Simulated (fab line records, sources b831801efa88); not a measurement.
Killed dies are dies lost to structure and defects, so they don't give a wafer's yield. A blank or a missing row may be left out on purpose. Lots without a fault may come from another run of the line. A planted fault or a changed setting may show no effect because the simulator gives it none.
Which tool did it? | flow gf180mcu | 14 lots, 40 wafers sampled, at 5 steps of a route of 602

WHAT THE GAUGES READ, wafer by wafer
GF_HV_LDD_OVL_MEAS_08.
lot  | measured     | on         | HV_LDD_OVL (nm)
L995 | day 10 13:39 | overlay-02 | -0.9 -1.0 -0.3
L994 | day 10 13:44 | overlay-01 | 1.9 0.2 2.8
L993 | day 10 13:57 | overlay-02 | -1.9 -0.5 -0.1
L992 | day 10 16:07 | overlay-02 | 3.9 3.5 3.3
L996 | day 10 19:58 | overlay-02 | -0.4 -0.5 -0.5
L997 | day 10 21:43 | overlay-02 | -1.0 -1.4 -0.9
L998 | day 11 05:04 | overlay-01 | 2.1 0.3 3.2
L100 | day 11 16:15 | overlay-02 | 0.6 0.7 1.2
L104 | day 12 19:31 | overlay-02 | -1.2 -2.1 0.9
L105 | day 13 03:28 | overlay-01 | -0.4 -1.2
L106 | day 13 06:25 | overlay-02 | -0.2 1.5
L112 | day 15 12:51 | overlay-02 | -2.8 -1.7 -3.5
L114 | day 16 05:04 | overlay-02 | -0.9 1.1 -0.9
L115 | day 16 11:22 | overlay-01 | 0.7 0.5 1.8

GF_PSD_CD_MEAS_07: target cd 400 nm.
lot  | measured     | on        | cd_nm (nm)
L995 | day 14 16:14 | cd_sem-01 | 401.6 401.7 401.6
L994 | day 14 19:07 | cd_sem-01 | 399.8 401.8 399.7
L993 | day 14 18:47 | cd_sem-02 | 398.3 401.2 398.1
L992 | day 14 21:20 | cd_sem-02 | 401.2 399.8 401.3
L996 | day 15 01:05 | cd_sem-01 | 398.2 400.8 397.3
L997 | day 15 01:20 | cd_sem-02 | 397.2 399.5 397.2
L998 | day 15 11:53 | cd_sem-02 | 398.9 399.2 399.8
L100 | day 15 23:08 | cd_sem-01 | 401.7 399.7 402.5
L104 | day 17 11:02 | cd_sem-02 | 399.2 400.8 399.6
L105 | day 17 21:29 | cd_sem-02 | 399.1 401.3
L106 | day 18 02:35 | cd_sem-01 | 401.1 399.3
L112 | day 20 18:41 | cd_sem-02 | 400.3 399.4 398.9
L114 | day 21 10:28 | cd_sem-02 | 402.4 400.1 399.0
L115 | day 21 16:10 | cd_sem-02 | 398.1 397.2 398.4

GF_CONTACT_CD_MEAS_14: target cd 220 nm.
lot  | measured     | on        | cd_nm (nm)
L995 | day 16 15:41 | cd_sem-01 | 218.7 219.3 219.8
L994 | day 16 18:06 | cd_sem-02 | 218.4 219.4 220.1
L993 | day 16 17:59 | cd_sem-01 | 220.9 218.7 218.8
L992 | day 16 21:56 | cd_sem-01 | 220.2 219.5 219.9
L996 | day 17 00:29 | cd_sem-01 | 219.9 219.2 219.9
L997 | day 17 01:13 | cd_sem-01 | 218.4 220.3 218.1
L998 | day 17 13:10 | cd_sem-01 | 221.5 222.0 220.6
L100 | day 18 01:59 | cd_sem-02 | 221.0 219.1 220.7
L104 | day 19 15:14 | cd_sem-02 | 212.2 217.5 219.3
L105 | day 20 02:35 | cd_sem-01 | 218.7 211.6
L106 | day 20 06:10 | cd_sem-02 | 210.4 219.2
L112 | day 22 17:17 | cd_sem-01 | 218.2 220.0 218.5
L114 | day 23 09:16 | cd_sem-02 | 220.5 221.4 221.0
L115 | day 23 15:04 | cd_sem-01 | 219.5 220.4 221.1

WHICH TOOL RAN EACH LOT (tool, then ch and the chambers of the sampled wafers, then the start)
lot  | GF_SAB_STRIP_13                      | GF_CONTACT_EXPOSE_11
L995 | plasma_asher-04 ch 0,1, day 15 14:53 | krf_scanner-02 ch 0, day 16 03:28
L994 | plasma_asher-01 ch 0,1, day 15 17:33 | krf_scanner-02 ch 0, day 16 06:36
L993 | plasma_asher-01 ch 0,1, day 15 17:08 | krf_scanner-02 ch 0, day 16 06:20
L992 | plasma_asher-03 ch 0,1, day 15 20:32 | krf_scanner-02 ch 0, day 16 10:35
L996 | plasma_asher-04 ch 0,1, day 15 23:54 | krf_scanner-02 ch 0, day 16 13:38
L997 | plasma_asher-01 ch 0,1, day 16 00:41 | krf_scanner-01 ch 0, day 16 14:32
L998 | plasma_asher-01 ch 0,1, day 16 11:43 | krf_scanner-02 ch 0, day 17 00:20
L100 | plasma_asher-04 ch 0,1, day 17 00:00 | krf_scanner-02 ch 0, day 17 14:40
L104 | plasma_asher-03 ch 0,1, day 18 12:43 | krf_scanner-02 ch 0, day 19 02:02
L105 | plasma_asher-01 ch 0,1, day 19 00:11 | krf_scanner-02 ch 0, day 19 14:20
L106 | plasma_asher-03 ch 1, day 19 04:19   | krf_scanner-02 ch 0, day 19 19:10
L112 | plasma_asher-04 ch 0,1, day 21 17:24 | krf_scanner-01 ch 0, day 22 05:55
L114 | plasma_asher-04 ch 0,1, day 22 09:34 | krf_scanner-02 ch 0, day 22 22:56
L115 | plasma_asher-04 ch 0,1, day 22 15:34 | krf_scanner-01 ch 0, day 23 04:20
- GF_SAB_STRIP_13: strips in O2/N2.
- GF_CONTACT_EXPOSE_11: exposes mask Contact, target cd 220 nm.

WHAT THE TOOLS THEMSELVES READ (means of the sampled wafers that have a number; where no wafer has one, the mark that the record gives instead)
GF_SAB_STRIP_13.
lot  | tool            | drypump_motor_current_A (A) | heater_power_w (W) | oes_product_au (a.u.) | strip_time_to_endpoint_s (s)
L995 | plasma_asher-04 | 6.0                         | 335                | 0.711                 | 12.68
L994 | plasma_asher-01 | 5.1                         | 307                | 0.710                 | 12.68
L993 | plasma_asher-01 | 5.1                         | 314                | 0.713                 | 12.70
L992 | plasma_asher-03 | 6.1                         | 342                | 0.708                 | 12.65
L996 | plasma_asher-04 | 5.9                         | 334                | 0.714                 | 12.66
L997 | plasma_asher-01 | 5.1                         | 311                | 0.706                 | 12.65
L998 | plasma_asher-01 | 5.1                         | 303                | 0.708                 | 12.64
L100 | plasma_asher-04 | 6.0                         | 334                | 0.707                 | 12.67
L104 | plasma_asher-03 | 6.0                         | 349                | 0.712                 | 12.68
L105 | plasma_asher-01 | 5.1                         | 302                | 0.708                 | 12.58
L106 | plasma_asher-03 | 6.0                         | 353                | 0.708                 | 12.59
L112 | plasma_asher-04 | 6.0                         | 323                | 0.708                 | 12.65
L114 | plasma_asher-04 | 6.0                         | 321                | 0.709                 | 12.60
L115 | plasma_asher-04 | 6.0                         | 322                | 0.712                 | 12.69

THE ANSWER, worked out from the rows above alone
Rule: what is usual is taken from the lots themselves. Put in order of their means at a reading, lots are off if they are a third of the lots or fewer, leave a main group of 4 or more, and stand apart from it by a gap of 3 or more times the standard deviation of the main group's means; of several such gaps the widest counts. A main group whose means are all the same, to the digits that the tables above print for the reading, isn't used. A lot without any number at a reading at which 4 lots or more have one is off too. The other lots that the step has rows for count as sound. The gauges are gone through in route order, then the tools' own readings, and for those a lot's mean is taken as printed above. The first step at which some lot is off is used, and at that step the reading that is off furthest; a lot without a number counts as furthest.
Off: L104, L105, L106, at GF_CONTACT_CD_MEAS_14 (cd_nm). The main group: mean 219.8 nm, standard deviation 0.77.
A tool fits if, at a process step before that reading, it ran every lot that is off, and no sound lot after the first of them. The gauges at GF_CONTACT_CD_MEAS_14 are tried like those tools. None of those tried fits.

WHAT THE SIMULATOR HAD PUT IN
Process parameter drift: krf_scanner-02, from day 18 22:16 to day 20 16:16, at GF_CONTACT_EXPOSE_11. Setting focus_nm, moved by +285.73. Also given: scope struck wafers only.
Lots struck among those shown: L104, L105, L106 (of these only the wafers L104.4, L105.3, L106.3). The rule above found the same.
